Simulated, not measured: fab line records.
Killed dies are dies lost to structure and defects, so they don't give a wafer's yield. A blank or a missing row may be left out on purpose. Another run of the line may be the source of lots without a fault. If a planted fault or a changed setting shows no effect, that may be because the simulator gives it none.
Which tool was responsible? || flow gf180mcu || Sampling: 11 lots, 33 wafers, 6 of 602 route steps

== WHAT THE GAUGES SHOWED, per wafer ==
GF_V1_THK_MEAS_25: measures by xrf. Usual: V1_W_THK gives 348 nm (standard deviation 6.1).
{"lot": "L622", "measured": "day 18 10:59", "on": "film_metro-02", "V1_W_THK (nm)": "340 341 344", "flag": ""}
{"lot": "L624", "measured": "day 19 10:07", "on": "film_metro-01", "V1_W_THK (nm)": "345 347 347", "flag": ""}
{"lot": "L628", "measured": "day 20 19:08", "on": "film_metro-01", "V1_W_THK (nm)": "345 344 348", "flag": ""}
{"lot": "L633", "measured": "day 22 18:00", "on": "film_metro-04", "V1_W_THK (nm)": "343 353 354", "flag": ""}
{"lot": "L636", "measured": "day 23 22:20", "on": "film_metro-02", "V1_W_THK (nm)": "346 342 344", "flag": ""}
{"lot": "L638", "measured": "day 24 08:31", "on": "film_metro-01", "V1_W_THK (nm)": "346 346 350", "flag": ""}
{"lot": "L640", "measured": "day 24 22:40", "on": "film_metro-02", "V1_W_THK (nm)": "345 347 340", "flag": ""}
{"lot": "L641", "measured": "day 25 04:20", "on": "film_metro-04", "V1_W_THK (nm)": "348 350 347", "flag": ""}
{"lot": "L642", "measured": "day 25 15:05", "on": "film_metro-01", "V1_W_THK (nm)": "353 354 357", "flag": ""}
{"lot": "L643", "measured": "day 25 20:47", "on": "film_metro-04", "V1_W_THK (nm)": "352 349 344", "flag": ""}
{"lot": "L644", "measured": "day 26 04:56", "on": "film_metro-01", "V1_W_THK (nm)": "337 340 340", "flag": ""}

GF_M2_RS_MEAS_05: measures by four-point-probe. Usual: M2_ALCU_RS gives 0.0695 ohm/sq (standard deviation 0.00076).
{"lot": "L622", "measured": "day 18 11:34", "on": "film_metro-04", "M2_ALCU_RS (ohm/sq)": "0.0689 0.0688 0.0685", "flag": ""}
{"lot": "L624", "measured": "day 19 10:41", "on": "film_metro-04", "M2_ALCU_RS (ohm/sq)": "0.0704 0.0699 0.0700", "flag": ""}
{"lot": "L628", "measured": "day 20 19:43", "on": "film_metro-01", "M2_ALCU_RS (ohm/sq)": "0.0701 0.0700 0.0696", "flag": ""}
{"lot": "L633", "measured": "day 22 18:37", "on": "film_metro-01", "M2_ALCU_RS (ohm/sq)": "0.0695 0.0696 0.0745", "flag": ""}
{"lot": "L636", "measured": "day 23 22:55", "on": "film_metro-01", "M2_ALCU_RS (ohm/sq)": "0.0694 0.0694 0.0693", "flag": ""}
{"lot": "L638", "measured": "day 24 09:07", "on": "film_metro-04", "M2_ALCU_RS (ohm/sq)": "0.0693 0.0693 0.0691", "flag": ""}
{"lot": "L640", "measured": "day 24 23:29", "on": "film_metro-03", "M2_ALCU_RS (ohm/sq)": "0.0696 0.0698 0.0694", "flag": ""}
{"lot": "L641", "measured": "day 25 04:56", "on": "film_metro-03", "M2_ALCU_RS (ohm/sq)": "0.0687 0.0685 0.0690", "flag": ""}
{"lot": "L642", "measured": "day 25 16:46", "on": "film_metro-04", "M2_ALCU_RS (ohm/sq)": "0.0693 0.0691 0.0693", "flag": ""}
{"lot": "L643", "measured": "day 25 21:22", "on": "film_metro-01", "M2_ALCU_RS (ohm/sq)": "0.0703 0.0697 0.0694", "flag": ""}
{"lot": "L644", "measured": "day 26 05:33", "on": "film_metro-04", "M2_ALCU_RS (ohm/sq)": "0.0689 0.0684 0.0682", "flag": ""}

GF_M2_THK_MEAS_06: measures by xrf. Usual: M2_ALCU_THK gives 452 nm (standard deviation 4.9).
{"lot": "L622", "measured": "day 18 11:41", "on": "film_metro-04", "M2_ALCU_THK (nm)": "454 457 458", "flag": ""}
{"lot": "L624", "measured": "day 19 10:49", "on": "film_metro-04", "M2_ALCU_THK (nm)": "446 449 448", "flag": ""}
{"lot": "L628", "measured": "day 20 19:50", "on": "film_metro-01", "M2_ALCU_THK (nm)": "448 451 451", "flag": ""}
{"lot": "L633", "measured": "day 22 18:42", "on": "film_metro-01", "M2_ALCU_THK (nm)": "454 452 422", "flag": ""}
{"lot": "L636", "measured": "day 23 23:02", "on": "film_metro-01", "M2_ALCU_THK (nm)": "451 451 450", "flag": ""}
{"lot": "L638", "measured": "day 24 09:14", "on": "film_metro-04", "M2_ALCU_THK (nm)": "453 454 453", "flag": ""}
{"lot": "L640", "measured": "day 24 23:34", "on": "film_metro-03", "M2_ALCU_THK (nm)": "449 450 453", "flag": ""}
{"lot": "L641", "measured": "day 25 05:02", "on": "film_metro-03", "M2_ALCU_THK (nm)": "456 456 452", "flag": ""}
{"lot": "L642", "measured": "day 25 16:52", "on": "film_metro-04", "M2_ALCU_THK (nm)": "457 454 455", "flag": ""}
{"lot": "L643", "measured": "day 25 21:29", "on": "film_metro-01", "M2_ALCU_THK (nm)": "448 452 453", "flag": ""}
{"lot": "L644", "measured": "day 26 05:38", "on": "film_metro-04", "M2_ALCU_THK (nm)": "458 458 461", "flag": ""}

== WHAT TOOL EACH LOT RAN ON (gives the tool, then ch and the chambers of the sampled wafers, and finally the start) ==
{"lot": "L622", "GF_CONTACT_CMP_04": "cmp-02 ch 1,2,3, day 15 10:37", "GF_M1_SPUTTER_01": "pvd_sputter-02, day 16 09:56", "GF_M2_SPUTTER_02": "pvd_sputter-03, day 18 11:28"}
{"lot": "L624", "GF_CONTACT_CMP_04": "cmp-01 ch 0,3, day 16 07:31", "GF_M1_SPUTTER_01": "pvd_sputter-02, day 17 07:50", "GF_M2_SPUTTER_02": "pvd_sputter-04, day 19 10:36"}
{"lot": "L628", "GF_CONTACT_CMP_04": "cmp-01 ch 0,1,3, day 17 14:44", "GF_M1_SPUTTER_01": "pvd_sputter-01, day 18 16:14", "GF_M2_SPUTTER_02": "pvd_sputter-02, day 20 19:38"}
{"lot": "L633", "GF_CONTACT_CMP_04": "cmp-01 ch 2,3, day 19 13:12", "GF_M1_SPUTTER_01": "pvd_sputter-04, day 20 15:00", "GF_M2_SPUTTER_02": "pvd_sputter-02, day 22 18:28"}
{"lot": "L636", "GF_CONTACT_CMP_04": "cmp-02 ch 0,2,3, day 20 19:09", "GF_M1_SPUTTER_01": "pvd_sputter-02, day 21 20:41", "GF_M2_SPUTTER_02": "pvd_sputter-04, day 23 22:50"}
{"lot": "L638", "GF_CONTACT_CMP_04": "cmp-01 ch 0,3, day 21 06:44", "GF_M1_SPUTTER_01": "pvd_sputter-04, day 22 08:07", "GF_M2_SPUTTER_02": "pvd_sputter-03, day 24 09:00"}
{"lot": "L640", "GF_CONTACT_CMP_04": "cmp-02 ch 2,3, day 21 22:51", "GF_M1_SPUTTER_01": "pvd_sputter-04, day 22 23:51", "GF_M2_SPUTTER_02": "pvd_sputter-03, day 24 23:20"}
{"lot": "L641", "GF_CONTACT_CMP_04": "cmp-02 ch 0,1,2, day 22 03:23", "GF_M1_SPUTTER_01": "pvd_sputter-01, day 23 04:59", "GF_M2_SPUTTER_02": "pvd_sputter-04, day 25 04:48"}
{"lot": "L642", "GF_CONTACT_CMP_04": "cmp-01 ch 0,1,2, day 22 16:05", "GF_M1_SPUTTER_01": "pvd_sputter-02, day 23 16:29", "GF_M2_SPUTTER_02": "pvd_sputter-02, day 25 16:39"}
{"lot": "L643", "GF_CONTACT_CMP_04": "cmp-01 ch 1,2,3, day 22 21:10", "GF_M1_SPUTTER_01": "pvd_sputter-02, day 23 22:14", "GF_M2_SPUTTER_02": "pvd_sputter-03, day 25 21:16"}
{"lot": "L644", "GF_CONTACT_CMP_04": "cmp-02 ch 0,1,3, day 23 07:33", "GF_M1_SPUTTER_01": "pvd_sputter-02, day 24 07:48", "GF_M2_SPUTTER_02": "pvd_sputter-04, day 26 05:25"}
- GF_CONTACT_CMP_04: polishes SiO2.
- GF_M1_SPUTTER_01: material TiN, target thk 30 nm, time 25 s.
- GF_M2_SPUTTER_02: material AlCu, target thk 450 nm, time 23.9 s.

== AS READ BY THE TOOLS THEMSELVES (means over the sampled wafers that have a number; for cases with no such wafer, the mark the record gives instead) ==
GF_CONTACT_CMP_04. Usual: motor_current_A 12.9 A, standard deviation 1.3; platen_rpm 60.00 rpm, standard deviation 0.043; time_to_endpoint_s 111 s, standard deviation 5.4.
{"lot": "L622", "tool": "cmp-02", "motor_current_A (A)": 13.3, "platen_rpm (rpm)": 60.00, "time_to_endpoint_s (s)": 111, "flag": ""}
{"lot": "L624", "tool": "cmp-01", "motor_current_A (A)": 11.6, "platen_rpm (rpm)": 59.96, "time_to_endpoint_s (s)": 109, "flag": ""}
{"lot": "L628", "tool": "cmp-01", "motor_current_A (A)": 11.9, "platen_rpm (rpm)": 60.04, "time_to_endpoint_s (s)": 118, "flag": ""}
{"lot": "L633", "tool": "cmp-01", "motor_current_A (A)": 11.3, "platen_rpm (rpm)": 59.97, "time_to_endpoint_s (s)": 121, "flag": ""}
{"lot": "L636", "tool": "cmp-02", "motor_current_A (A)": 12.9, "platen_rpm (rpm)": 59.99, "time_to_endpoint_s (s)": 113, "flag": ""}
{"lot": "L638", "tool": "cmp-01", "motor_current_A (A)": 12.1, "platen_rpm (rpm)": 60.00, "time_to_endpoint_s (s)": 107, "flag": ""}
{"lot": "L640", "tool": "cmp-02", "motor_current_A (A)": 12.6, "platen_rpm (rpm)": 59.99, "time_to_endpoint_s (s)": 113, "flag": ""}
{"lot": "L641", "tool": "cmp-02", "motor_current_A (A)": 14.0, "platen_rpm (rpm)": 60.00, "time_to_endpoint_s (s)": 113, "flag": ""}
{"lot": "L642", "tool": "cmp-01", "motor_current_A (A)": 12.5, "platen_rpm (rpm)": 60.01, "time_to_endpoint_s (s)": 110, "flag": ""}
{"lot": "L643", "tool": "cmp-01", "motor_current_A (A)": 11.5, "platen_rpm (rpm)": 60.00, "time_to_endpoint_s (s)": 101, "flag": ""}
{"lot": "L644", "tool": "cmp-02", "motor_current_A (A)": 13.2, "platen_rpm (rpm)": 60.02, "time_to_endpoint_s (s)": 108, "flag": ""}

GF_M1_SPUTTER_01. Usual: cathode_dc_power_W 6500.0 W, standard deviation 1.1; throttle_valve_pct 29.4 %, standard deviation 1.2.
{"lot": "L622", "tool": "pvd_sputter-02", "cathode_dc_power_W (W)": 6499.8, "throttle_valve_pct (%)": 28.8, "flag": ""}
{"lot": "L624", "tool": "pvd_sputter-02", "cathode_dc_power_W (W)": 6499.8, "throttle_valve_pct (%)": 29.1, "flag": ""}
{"lot": "L628", "tool": "pvd_sputter-01", "cathode_dc_power_W (W)": 6499.7, "throttle_valve_pct (%)": 29.6, "flag": ""}
{"lot": "L633", "tool": "pvd_sputter-04", "cathode_dc_power_W (W)": 6501.0, "throttle_valve_pct (%)": 29.1, "flag": ""}
{"lot": "L636", "tool": "pvd_sputter-02", "cathode_dc_power_W (W)": 6499.9, "throttle_valve_pct (%)": 28.7, "flag": ""}
{"lot": "L638", "tool": "pvd_sputter-04", "cathode_dc_power_W (W)": 6501.2, "throttle_valve_pct (%)": 28.4, "flag": ""}
{"lot": "L640", "tool": "pvd_sputter-04", "cathode_dc_power_W (W)": 6500.7, "throttle_valve_pct (%)": 29.6, "flag": ""}
{"lot": "L641", "tool": "pvd_sputter-01", "cathode_dc_power_W (W)": 6500.2, "throttle_valve_pct (%)": 31.1, "flag": ""}
{"lot": "L642", "tool": "pvd_sputter-02", "cathode_dc_power_W (W)": 6499.9, "throttle_valve_pct (%)": 29.9, "flag": ""}
{"lot": "L643", "tool": "pvd_sputter-02", "cathode_dc_power_W (W)": 6499.6, "throttle_valve_pct (%)": 28.7, "flag": ""}
{"lot": "L644", "tool": "pvd_sputter-02", "cathode_dc_power_W (W)": 6498.8, "throttle_valve_pct (%)": 28.8, "flag": ""}

GF_M2_SPUTTER_02. Usual: cathode_dc_power_W 10600 W, standard deviation 1.9; throttle_valve_pct 29.2 %, standard deviation 0.92.
{"lot": "L622", "tool": "pvd_sputter-03", "cathode_dc_power_W (W)": 10601, "throttle_valve_pct (%)": 29.1, "flag": ""}
{"lot": "L624", "tool": "pvd_sputter-04", "cathode_dc_power_W (W)": 10599, "throttle_valve_pct (%)": 28.8, "flag": ""}
{"lot": "L628", "tool": "pvd_sputter-02", "cathode_dc_power_W (W)": 10600, "throttle_valve_pct (%)": 29.3, "flag": ""}
{"lot": "L633", "tool": "pvd_sputter-02", "cathode_dc_power_W (W)": 10379, "throttle_valve_pct (%)": 30.1, "flag": "OFF"}
{"lot": "L636", "tool": "pvd_sputter-04", "cathode_dc_power_W (W)": 10600, "throttle_valve_pct (%)": 28.5, "flag": ""}
{"lot": "L638", "tool": "pvd_sputter-03", "cathode_dc_power_W (W)": 10600, "throttle_valve_pct (%)": 29.8, "flag": ""}
{"lot": "L640", "tool": "pvd_sputter-03", "cathode_dc_power_W (W)": 10600, "throttle_valve_pct (%)": 28.8, "flag": ""}
{"lot": "L641", "tool": "pvd_sputter-04", "cathode_dc_power_W (W)": 10600, "throttle_valve_pct (%)": 29.1, "flag": ""}
{"lot": "L642", "tool": "pvd_sputter-02", "cathode_dc_power_W (W)": 10600, "throttle_valve_pct (%)": 28.9, "flag": ""}
{"lot": "L643", "tool": "pvd_sputter-03", "cathode_dc_power_W (W)": 10601, "throttle_valve_pct (%)": 29.3, "flag": ""}
{"lot": "L644", "tool": "pvd_sputter-04", "cathode_dc_power_W (W)": 10598, "throttle_valve_pct (%)": 28.8, "flag": ""}

== THE ANSWER, worked out from the rows above alone ==
Rule: a lot is off if the mean of its wafers that have a number lies more than 3 standard deviations from the usual mean. A lot without any number at a reading at which 4 lots or more have one is off too. Any other lot the step has rows for is counted as sound. First the gauges in route order, then the tools' own readings, where a lot's mean is used as printed above. The first step at which some lot is off is used, and at that step the reading that is off furthest; a lot without a number counts as furthest.
Off: L633, at GF_M2_SPUTTER_02 (cathode_dc_power_W).
If a tool, at that step or one of the process steps before it, ran each lot that is off and ran no sound lot following the first of them, it fits. Not one of the candidates tried fits.

== WHAT THE SIMULATOR HAD INSERTED ==
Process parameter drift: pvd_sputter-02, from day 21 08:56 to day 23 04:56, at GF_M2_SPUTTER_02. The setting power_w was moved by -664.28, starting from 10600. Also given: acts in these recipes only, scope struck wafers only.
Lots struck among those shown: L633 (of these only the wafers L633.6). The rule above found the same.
